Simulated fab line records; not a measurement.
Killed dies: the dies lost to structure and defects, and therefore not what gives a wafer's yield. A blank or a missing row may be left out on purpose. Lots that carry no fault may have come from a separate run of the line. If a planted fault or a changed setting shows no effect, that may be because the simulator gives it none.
Matching of chambers | flow gf180mcu | 3 sister chambers for GF_V4_CVD_00 on hdpcvd-01
The step deposits SiO2, target thk 600 nm, time 100 s. 14 wafers are shown with their chamber, then 7 later ones without.

== EACH WAFER AND ITS CHAMBER ==
wafer  | chamber | sih4FlowSccm (sccm)
L108.2 | 2       | 60.08
L108.3 | 1       | 60.03
L108.5 | 1       | 59.99
L112.1 | 0       | 60.31
L112.2 | 1       | 59.96
L112.6 | 0       | 60.20
L121.1 | 0       | 60.11
L121.4 | 0       | 60.05
L121.5 | 1       | 59.81
L122.1 | 1       | 59.86
L122.3 | 0       | 60.23
L122.6 | 2       | 59.95
L124.2 | 1       | 60.09
L124.3 | 0       | 59.98

SIGNATURES (means of the wafers above)
reading      | chamber 0 | chamber 1 | chamber 2 | scatter within a chamber
sih4FlowSccm | 60.1467   | 59.9567   | 60.0150   | 0.112
Rule: a wafer lies at a distance from a chamber equal to the root of the sum of squares, over the readings, of (its reading less the chamber's mean, divided by the reading's scatter). The wafer belongs to the nearest chamber; if the next one is less than 2 further off, it can't be placed. The scatter: the root of (the sum of the squares of (reading less its chamber's mean) over the shown wafers, divided by (wafers less chambers)).

== WAFERS MISSING THEIR CHAMBER ==
wafer  | sih4FlowSccm (sccm)
L124.4 | 60.03
L127.2 | 60.07
L127.4 | 59.91
L127.5 | 59.93
L128.3 | 60.07
L128.4 | 60.10
L128.5 | 59.93

== WHICH CHAMBER EACH ONE RAN IN ==
wafer  | from the rows above          | in truth
L124.4 | can't be placed: 2 or 1 or 0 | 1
L127.2 | can't be placed: 2 or 0 or 1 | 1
L127.4 | can't be placed: 1 or 2 or 0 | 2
L127.5 | can't be placed: 1 or 2 or 0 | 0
L128.3 | can't be placed: 2 or 0 or 1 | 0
L128.4 | can't be placed: 0 or 2 or 1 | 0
L128.5 | can't be placed: 1 or 2 or 0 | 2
Correctly placed: 0 of 7. From these rows, 7 cannot be placed; in 7 the true chamber is one of the candidates. 0 placed wrongly.
